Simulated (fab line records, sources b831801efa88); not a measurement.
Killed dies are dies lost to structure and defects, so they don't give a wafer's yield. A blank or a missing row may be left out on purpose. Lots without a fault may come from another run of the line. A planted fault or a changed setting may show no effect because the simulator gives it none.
Which tool did it? | flow sky130 | 11 lots, 33 wafers sampled, at 4 steps of a route of 708

WHAT THE GAUGES READ, wafer by wafer
SKY_CAPM_THK_MEAS_01.
lot  | measured     | on            | CAPM_CVD_00_THK (nm)
L196 | day 37 17:48 | film_metro-02 | 15.46 15.65 15.49
L198 | day 38 11:46 | film_metro-03 | 15.36 15.32 15.83
L200 | day 38 20:55 | film_metro-03 | 15.52 15.44 15.96
L201 | day 39 05:58 | film_metro-02 | 15.62 15.92 15.53
L202 | day 39 13:14 | film_metro-01 | 15.53 15.62 15.81
L206 | day 40 20:37 | film_metro-01 | 15.45 15.47 15.63
L207 | day 41 01:52 | film_metro-03 | 6.20 15.36 6.48
L209 | day 41 14:32 | film_metro-02 | 6.17 15.50 6.16
L211 | day 42 02:05 | film_metro-02 | 15.55 15.31 15.60
L212 | day 42 08:51 | film_metro-01 | 15.49 15.63 15.84
L214 | day 42 22:16 | film_metro-03 | 15.50 15.65 15.80

WHICH TOOL RAN EACH LOT (tool, then ch and the chambers of the sampled wafers, then the start)
lot  | SKY_METAL3_SPUTTER_03        | SKY_METAL3_SPUTTER_04        | SKY_CAPM_CVD_00
L196 | pvd_sputter-04, day 37 17:42 | pvd_sputter-04, day 37 17:43 | pecvd-04 ch 0,2, day 37 17:46
L198 | pvd_sputter-03, day 38 11:41 | pvd_sputter-03, day 38 11:42 | pecvd-03 ch 0,1,2, day 38 11:44
L200 | pvd_sputter-01, day 38 20:50 | pvd_sputter-01, day 38 20:51 | pecvd-03 ch 0,2, day 38 20:54
L201 | pvd_sputter-04, day 39 05:52 | pvd_sputter-04, day 39 05:52 | pecvd-04 ch 0,1, day 39 05:55
L202 | pvd_sputter-01, day 39 13:08 | pvd_sputter-01, day 39 13:10 | pecvd-04 ch 1,2, day 39 13:13
L206 | pvd_sputter-01, day 40 20:31 | pvd_sputter-01, day 40 20:32 | pecvd-01 ch 1,2, day 40 20:35
L207 | pvd_sputter-03, day 41 01:44 | pvd_sputter-03, day 41 01:46 | pecvd-04 ch 0,2, day 41 01:49
L209 | pvd_sputter-03, day 41 14:26 | pvd_sputter-03, day 41 14:28 | pecvd-04 ch 1,2, day 41 14:31
L211 | pvd_sputter-04, day 42 01:59 | pvd_sputter-04, day 42 02:01 | pecvd-01 ch 0,2, day 42 02:04
L212 | pvd_sputter-04, day 42 08:46 | pvd_sputter-04, day 42 08:47 | pecvd-01 ch 1,2, day 42 08:49
L214 | pvd_sputter-04, day 42 22:10 | pvd_sputter-04, day 42 22:11 | pecvd-03 ch 1,2, day 42 22:14
- SKY_METAL3_SPUTTER_03: material Ti, target thk 5 nm, time 3.3 s.
- SKY_METAL3_SPUTTER_04: material TiN, target thk 70 nm, time 58.3 s.
- SKY_CAPM_CVD_00: deposits SiO2, target thk 15.5 nm.

THE ANSWER, worked out from the rows above alone
Rule: what is usual is taken from the lots themselves. Put in order of their means at a reading, lots are off if they are a third of the lots or fewer, leave a main group of 4 or more, and stand apart from it by a gap of 3 or more times the standard deviation of the main group's means; of several such gaps the widest counts. A main group whose means are all the same, to the digits that the tables above print for the reading, isn't used. A lot without any number at a reading at which 4 lots or more have one is off too. The other lots that the step has rows for count as sound.
Off: L207, L209, at SKY_CAPM_THK_MEAS_01 (CAPM_CVD_00_THK). The main group: mean 15.59 nm, standard deviation 0.075.
A tool fits if, at a process step before that reading, it ran every lot that is off, and no sound lot after the first of them. The gauges at SKY_CAPM_THK_MEAS_01 are tried like those tools. Can't be told from this: 2 tools fit, pvd_sputter-03 at SKY_METAL3_SPUTTER_03 and SKY_METAL3_SPUTTER_04, pecvd-04 at SKY_CAPM_CVD_00.

WHAT THE SIMULATOR HAD PUT IN
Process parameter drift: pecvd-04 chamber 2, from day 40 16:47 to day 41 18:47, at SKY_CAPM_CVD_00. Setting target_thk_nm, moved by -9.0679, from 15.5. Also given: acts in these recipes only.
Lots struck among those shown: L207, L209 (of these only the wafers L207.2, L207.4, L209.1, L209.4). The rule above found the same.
